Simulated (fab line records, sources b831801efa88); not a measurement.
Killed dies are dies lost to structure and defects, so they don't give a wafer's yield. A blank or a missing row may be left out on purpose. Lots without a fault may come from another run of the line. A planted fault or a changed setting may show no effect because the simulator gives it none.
Chamber matching | flow sky130 | SKY_VIA3_CMP_24 on cmp-01: 4 sister chambers
The step polishes, stops on SiO2, t overpolish 20 s, target thk 0 nm. 4 wafers are shown with their chamber, then 7 later ones without.

WAFERS WITH THEIR CHAMBER
wafer  | chamber | motor_current_A (A)
L972.4 | 3       | 10.8
L975.1 | 2       | 9.9
L979.2 | 1       | 10.2
L979.5 | 0       | 10.1

WAFERS WITHOUT THEIR CHAMBER
wafer  | motor_current_A (A)
L979.6 | 11.3
L985.3 | 10.7
L985.5 | 10.5
L985.6 | 10.5
L986.1 | 10.5
L986.3 | 11.3
L986.6 | 10.3

WHICH CHAMBER EACH WENT THROUGH
wafer  | from the rows above               | in truth
L979.6 | can't be placed: 3 or 1           | 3
L985.3 | can't be placed: 3 or 1 or 0      | 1
L985.5 | can't be placed: 1 or 3 or 0 or 2 | 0
L985.6 | can't be placed: 1 or 3 or 0 or 2 | 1
L986.1 | can't be placed: 1 or 3 or 0 or 2 | 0
L986.3 | can't be placed: 3 or 1           | 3
L986.6 | can't be placed: 1 or 0 or 2 or 3 | 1
Placed correctly: 0 of 7. Can't be placed from these rows: 7 (the true chamber is among the candidates in 7). Placed wrongly: 0.
How it was worked out, from the rows above alone: a wafer's distance from a chamber is the root of the sum, over the readings, of the square of ((its reading less the chamber's mean) divided by the reading's scatter). The wafer belongs to the nearest chamber; if the next one is less than 2 further off, it can't be placed. A chamber's mean is the mean of its shown wafers. The scatter: with one shown wafer a chamber, the root of the mean of the squares of how far each hidden wafer lies from its nearest shown one.
